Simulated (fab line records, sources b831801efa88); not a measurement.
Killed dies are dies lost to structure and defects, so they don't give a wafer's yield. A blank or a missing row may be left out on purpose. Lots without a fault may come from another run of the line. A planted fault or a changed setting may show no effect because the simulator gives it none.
Which tool did it? | flow gf180mcu | 14 lots, 42 wafers sampled, at 3 steps of a route of 602

WHAT THE GAUGES READ, wafer by wafer
GF_MIM_THK_MEAS_11: measures by xrf.
lot  | measured     | on            | MIM_ALCU_THK (nm)
L784 | day 24 10:19 | film_metro-01 | 196.7 200.1 195.7
L785 | day 24 13:49 | film_metro-02 | 198.4 198.8 195.7
L788 | day 25 18:31 | film_metro-02 | 199.5 198.1 201.7
L789 | day 26 09:47 | film_metro-02 | 203.9 202.5 202.3
L791 | day 27 00:21 | film_metro-01 | 198.8 197.4 199.8
L792 | day 27 06:02 | film_metro-04 | 201.5 202.0 201.7
L796 | day 29 00:20 | film_metro-01 | 202.8 201.5 201.7
L797 | day 29 03:36 | film_metro-02 | 200.1 200.0 200.8
L798 | day 29 05:26 | film_metro-01 | 200.5 199.0 199.4
L799 | day 29 15:11 | film_metro-04 | 197.8 199.6 199.9
L802 | day 30 07:36 | film_metro-04 | 197.4 199.6 200.7
L805 | day 30 18:51 | film_metro-02 | 200.8 198.6 196.9
L806 | day 31 03:19 | film_metro-02 | 203.7 204.2 203.2
L807 | day 31 08:17 | film_metro-04 | 199.0 200.1 199.5

WHICH TOOL RAN EACH LOT (tool, then ch and the chambers of the sampled wafers, then the start)
lot  | GF_MIM_SPUTTER_08            | GF_MIM_SPUTTER_09
L784 | pvd_sputter-02, day 24 10:08 | pvd_sputter-02, day 24 10:10
L785 | pvd_sputter-02, day 24 13:38 | pvd_sputter-02, day 24 13:40
L788 | pvd_sputter-02, day 25 18:20 | pvd_sputter-02, day 25 18:21
L789 | pvd_sputter-01, day 26 09:35 | pvd_sputter-01, day 26 09:37
L791 | pvd_sputter-01, day 27 00:10 | pvd_sputter-01, day 27 00:11
L792 | pvd_sputter-01, day 27 05:49 | pvd_sputter-01, day 27 05:50
L796 | pvd_sputter-04, day 29 00:08 | pvd_sputter-04, day 29 00:10
L797 | pvd_sputter-01, day 29 03:24 | pvd_sputter-01, day 29 03:25
L798 | pvd_sputter-01, day 29 05:14 | pvd_sputter-01, day 29 05:16
L799 | pvd_sputter-04, day 29 15:01 | pvd_sputter-04, day 29 15:02
L802 | pvd_sputter-04, day 30 07:25 | pvd_sputter-04, day 30 07:26
L805 | pvd_sputter-04, day 30 18:40 | pvd_sputter-04, day 30 18:41
L806 | pvd_sputter-02, day 31 03:08 | pvd_sputter-02, day 31 03:09
L807 | pvd_sputter-01, day 31 08:02 | pvd_sputter-01, day 31 08:04
- GF_MIM_SPUTTER_08: material AlCu, target thk 200 nm, time 10.6 s.
- GF_MIM_SPUTTER_09: material TiN, target thk 35 nm, time 29.2 s.

WHAT THE TOOLS THEMSELVES READ (means of the sampled wafers that have a number; where no wafer has one, the mark that the record gives instead)
GF_MIM_SPUTTER_08.
lot  | tool           | throttle_valve_pct (%)
L784 | pvd_sputter-02 | 30.8
L785 | pvd_sputter-02 | 30.7
L788 | pvd_sputter-02 | 29.9
L789 | pvd_sputter-01 | 30.4
L791 | pvd_sputter-01 | 29.7
L792 | pvd_sputter-01 | 30.1
L796 | pvd_sputter-04 | 29.5
L797 | pvd_sputter-01 | 29.0
L798 | pvd_sputter-01 | 29.8
L799 | pvd_sputter-04 | 29.7
L802 | pvd_sputter-04 | 30.2
L805 | pvd_sputter-04 | 30.5
L806 | pvd_sputter-02 | 29.9
L807 | pvd_sputter-01 | 29.3

GF_MIM_SPUTTER_09.
lot  | tool           | throttle_valve_pct (%)
L784 | pvd_sputter-02 | 30.9
L785 | pvd_sputter-02 | 30.8
L788 | pvd_sputter-02 | 29.9
L789 | pvd_sputter-01 | 30.5
L791 | pvd_sputter-01 | 29.8
L792 | pvd_sputter-01 | 30.1
L796 | pvd_sputter-04 | 29.3
L797 | pvd_sputter-01 | 29.0
L798 | pvd_sputter-01 | 29.7
L799 | pvd_sputter-04 | 29.7
L802 | pvd_sputter-04 | 30.2
L805 | pvd_sputter-04 | 30.4
L806 | pvd_sputter-02 | 30.0
L807 | pvd_sputter-01 | 29.6

THE ANSWER, worked out from the rows above alone
Rule: what is usual is taken from the lots themselves. Put in order of their means at a reading, lots are off if they are a third of the lots or fewer, leave a main group of 4 or more, and stand apart from it by a gap of 3 or more times the standard deviation of the main group's means; of several such gaps the widest counts. A main group whose means are all the same, to the digits that the tables above print for the reading, isn't used. A lot without any number at a reading at which 4 lots or more have one is off too. The other lots that the step has rows for count as sound. The gauges are gone through in route order, then the tools' own readings, and for those a lot's mean is taken as printed above. The first step at which some lot is off is used, and at that step the reading that is off furthest; a lot without a number counts as furthest.
No lot is off at any reading shown: from this, nothing can be told.

WHAT THE SIMULATOR HAD PUT IN
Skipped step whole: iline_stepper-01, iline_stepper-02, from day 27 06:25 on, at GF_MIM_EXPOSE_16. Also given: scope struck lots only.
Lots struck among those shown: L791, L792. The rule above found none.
